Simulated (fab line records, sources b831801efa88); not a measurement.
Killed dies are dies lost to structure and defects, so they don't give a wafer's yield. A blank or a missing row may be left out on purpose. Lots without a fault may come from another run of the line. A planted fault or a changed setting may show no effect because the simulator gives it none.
Which tool did it? | flow gf180mcu | 13 lots, 39 wafers sampled, at 4 steps of a route of 602

WHAT THE GAUGES READ, wafer by wafer
The record holds no reading of a measuring or inspecting step that can be judged against a usual standard deviation.

WHICH TOOL RAN EACH LOT (tool, then ch and the chambers of the sampled wafers, then the start)
lot  | GF_NWELL_STRIP_10                   | GF_MVPSD_EXPOSE_04                  | GF_V1_CVD_02                    | GF_V1_STRIP_18
L867 | plasma_asher-01 ch 0,1, day 3 12:30 | iline_stepper-01 ch 0, day 4 23:07  | pecvd-04 ch 0,1,2, day 17 09:49 | plasma_asher-04 ch 0,1, day 18 10:18
L868 | plasma_asher-02 ch 0,1, day 3 18:29 | iline_stepper-01 ch 0, day 5 03:33  | pecvd-03 ch 0,1, day 17 20:29   | plasma_asher-03 ch 0,1, day 18 21:37
L869 | plasma_asher-01 ch 0,1, day 3 23:45 | iline_stepper-01 ch 0, day 5 10:28  | pecvd-02 ch 0,2, day 18 12:13   | plasma_asher-03 ch 0,1, day 19 13:40
L871 | plasma_asher-01 ch 0,1, day 4 09:29 | iline_stepper-01 ch 0, day 5 21:32  | pecvd-04 ch 0,1, day 18 20:42   | plasma_asher-03 ch 1, day 19 21:58
L872 | plasma_asher-03 ch 0,1, day 4 16:31 | iline_stepper-02 ch 0, day 6 05:08  | pecvd-04 ch 0,1, day 19 07:38   | plasma_asher-04 ch 0,1, day 20 09:11
L873 | plasma_asher-01 ch 0,1, day 4 21:20 | iline_stepper-02 ch 0, day 6 09:29  | pecvd-02 ch 0,1,2, day 19 19:26 | plasma_asher-04 ch 0,1, day 20 20:18
L875 | plasma_asher-03 ch 0,1, day 5 07:28 | iline_stepper-02 ch 0, day 6 21:36  | pecvd-02 ch 1,2, day 20 11:15   | plasma_asher-03 ch 0,1, day 21 11:31
L876 | plasma_asher-01 ch 0,1, day 5 13:36 | iline_stepper-02 ch 0, day 7 02:31  | pecvd-02 ch 0,2, day 20 19:59   | plasma_asher-03 ch 0, day 21 20:28
L878 | plasma_asher-03 ch 0,1, day 6 00:02 | iline_stepper-02 ch 0, day 7 15:14  | pecvd-02 ch 0,1, day 21 10:00   | plasma_asher-03 ch 0,1, day 22 10:40
L882 | plasma_asher-02 ch 0,1, day 6 23:07 | iline_stepper-01 ch 0, day 8 15:30  | pecvd-04 ch 0,1,2, day 23 03:11 | plasma_asher-03 ch 0,1, day 24 02:12
L883 | plasma_asher-02 ch 0,1, day 7 03:36 | iline_stepper-02 ch 0, day 8 19:58  | pecvd-03 ch 0,1,2, day 23 03:17 | plasma_asher-01 ch 0,1, day 24 03:15
L884 | plasma_asher-01 ch 0,1, day 7 10:43 | iline_stepper-01 ch 0, day 9 03:49  | pecvd-04 ch 0,2, day 23 15:22   | plasma_asher-04 ch 0,1, day 24 14:01
L889 | plasma_asher-01 ch 0,1, day 8 14:29 | iline_stepper-01 ch 0, day 10 09:54 | pecvd-02 ch 0,1,2, day 25 05:18 | plasma_asher-04 ch 0,1, day 26 03:08
- GF_NWELL_STRIP_10: strips in O2/N2.
- GF_MVPSD_EXPOSE_04: exposes mask MVPSD, target cd 1000 nm.
- GF_V1_CVD_02: deposits SiO2 from TEOS, target thk 850 nm, time 94.851 s.
- GF_V1_STRIP_18: strips in O2/N2.

WHAT THE TOOLS THEMSELVES READ (means of the sampled wafers that have a number; where no wafer has one, the mark that the record gives instead)
GF_NWELL_STRIP_10. Usual: drypump_motor_current_A 5.5 A, standard deviation 0.32; heater_power_w 351 W, standard deviation 29; oes_product_au 0.723 a.u., standard deviation 0.0041; platen_temp_c 249.98 C, standard deviation 0.19; strip_time_to_endpoint_s 36.96 s, standard deviation 0.11.
lot  | tool            | drypump_motor_current_A (A) | heater_power_w (W) | oes_product_au (a.u.) | platen_temp_c (C) | strip_time_to_endpoint_s (s) | flag
L867 | plasma_asher-01 | 5.4                         | 340                | 0.725                 | 250.04            | 37.08                        |
L868 | plasma_asher-02 | 5.8                         | 355                | 0.722                 | 249.97            | 36.78                        |
L869 | plasma_asher-01 | 5.4                         | 324                | 0.724                 | 250.00            | 37.07                        |
L871 | plasma_asher-01 | 5.4                         | 343                | 0.722                 | 250.05            | 36.94                        |
L872 | plasma_asher-03 | 5.7                         | 378                | 0.726                 | 250.20            | 37.06                        |
L873 | plasma_asher-01 | 5.4                         | 338                | 0.729                 | 249.90            | 36.72                        |
L875 | plasma_asher-03 | 5.4                         | 384                | 0.725                 | 250.00            | 36.82                        |
L876 | plasma_asher-01 | 5.4                         | 342                | 0.721                 | 249.89            | 36.88                        |
L878 | plasma_asher-03 | 5.4                         | 388                | 0.717                 | 250.27            | 36.94                        |
L882 | plasma_asher-02 | 5.7                         | 349                | 0.722                 | 249.94            | 37.15                        |
L883 | plasma_asher-02 | 5.9                         | 345                | 0.725                 | 250.08            | 36.96                        |
L884 | plasma_asher-01 | 5.4                         | 342                | 0.723                 | 249.91            | 36.96                        |
L889 | plasma_asher-01 | 5.4                         | 323                | 0.720                 | 249.77            | 36.96                        |

GF_MVPSD_EXPOSE_04. Usual: focus_offset_nm -0.2 nm, standard deviation 0.48.
lot  | tool             | focus_offset_nm (nm) | flag
L867 | iline_stepper-01 | 0.1                  |
L868 | iline_stepper-01 | 0.1                  |
L869 | iline_stepper-01 | 0.2                  |
L871 | iline_stepper-01 | -0.2                 |
L872 | iline_stepper-02 | -0.6                 |
L873 | iline_stepper-02 | -0.5                 |
L875 | iline_stepper-02 | 0.3                  |
L876 | iline_stepper-02 | -0.6                 |
L878 | iline_stepper-02 | -0.1                 |
L882 | iline_stepper-01 | 0.2                  |
L883 | iline_stepper-02 | 0.0                  |
L884 | iline_stepper-01 | -0.4                 |
L889 | iline_stepper-01 | 0.0                  |

GF_V1_CVD_02. Usual: heater_power_w 609 W, standard deviation 82; susceptor_temp_C 400.04 C, standard deviation 0.22.
lot  | tool     | heater_power_w (W) | susceptor_temp_C (C) | flag
L867 | pecvd-04 | 564                | 400.02               |
L868 | pecvd-03 | 704                | 399.95               |
L869 | pecvd-02 | 517                | 399.97               |
L871 | pecvd-04 | 595                | 399.94               |
L872 | pecvd-04 | 540                | 400.15               |
L873 | pecvd-02 | 530                | 400.01               |
L875 | pecvd-02 | 577                | 400.22               |
L876 | pecvd-02 | 600                | 400.01               |
L878 | pecvd-02 | 629                | 400.13               |
L882 | pecvd-04 | 590                | 399.80               |
L883 | pecvd-03 | 674                | 400.04               |
L884 | pecvd-04 | 676                | 399.90               |
L889 | pecvd-02 | 490                | 399.95               |

GF_V1_STRIP_18. Usual: drypump_motor_current_A 5.7 A, standard deviation 0.42; heater_power_w 362 W, standard deviation 29; oes_product_au 0.592 a.u., standard deviation 0.0049; platen_temp_c 249.97 C, standard deviation 0.19.
lot  | tool            | drypump_motor_current_A (A) | heater_power_w (W) | oes_product_au (a.u.) | platen_temp_c (C) | flag
L867 | plasma_asher-04 | 6.1                         | 333                | 0.595                 | 249.87            |
L868 | plasma_asher-03 | 5.6                         | 372                | 0.595                 | 249.92            |
L869 | plasma_asher-03 | 5.7                         | 371                | 0.592                 | 249.95            |
L871 | plasma_asher-03 | 6.0                         | 358                | 0.591                 | 249.84            |
L872 | plasma_asher-04 | 6.1                         | 337                | 0.591                 | 249.82            |
L873 | plasma_asher-04 | 6.0                         | 332                | 0.594                 | 249.84            |
L875 | plasma_asher-03 | 5.4                         | 381                | 0.592                 | 250.24            |
L876 | plasma_asher-03 | 5.1                         | 400                | 0.589                 | 249.84            |
L878 | plasma_asher-03 | 5.7                         | 377                | 0.591                 | 250.01            |
L882 | plasma_asher-03 | 5.6                         | 377                | 0.593                 | 249.96            |
L883 | plasma_asher-01 | 5.4                         | 326                | 0.595                 | 249.89            |
L884 | plasma_asher-04 | 6.0                         | 337                | 0.593                 | 250.12            |
L889 | plasma_asher-04 | 6.1                         | 330                | 0.592                 | 249.84            |

THE ANSWER, worked out from the rows above alone
Rule: a lot is off if the mean of its wafers that have a number lies more than 3 standard deviations from the usual mean. A lot without any number at a reading at which 4 lots or more have one is off too. The other lots that the step has rows for count as sound. The gauges are gone through in route order, then the tools' own readings, and for those a lot's mean is taken as printed above. The first step at which some lot is off is used, and at that step the reading that is off furthest; a lot without a number counts as furthest.
No lot is off at any reading shown: from this, nothing can be told.

WHAT THE SIMULATOR HAD PUT IN
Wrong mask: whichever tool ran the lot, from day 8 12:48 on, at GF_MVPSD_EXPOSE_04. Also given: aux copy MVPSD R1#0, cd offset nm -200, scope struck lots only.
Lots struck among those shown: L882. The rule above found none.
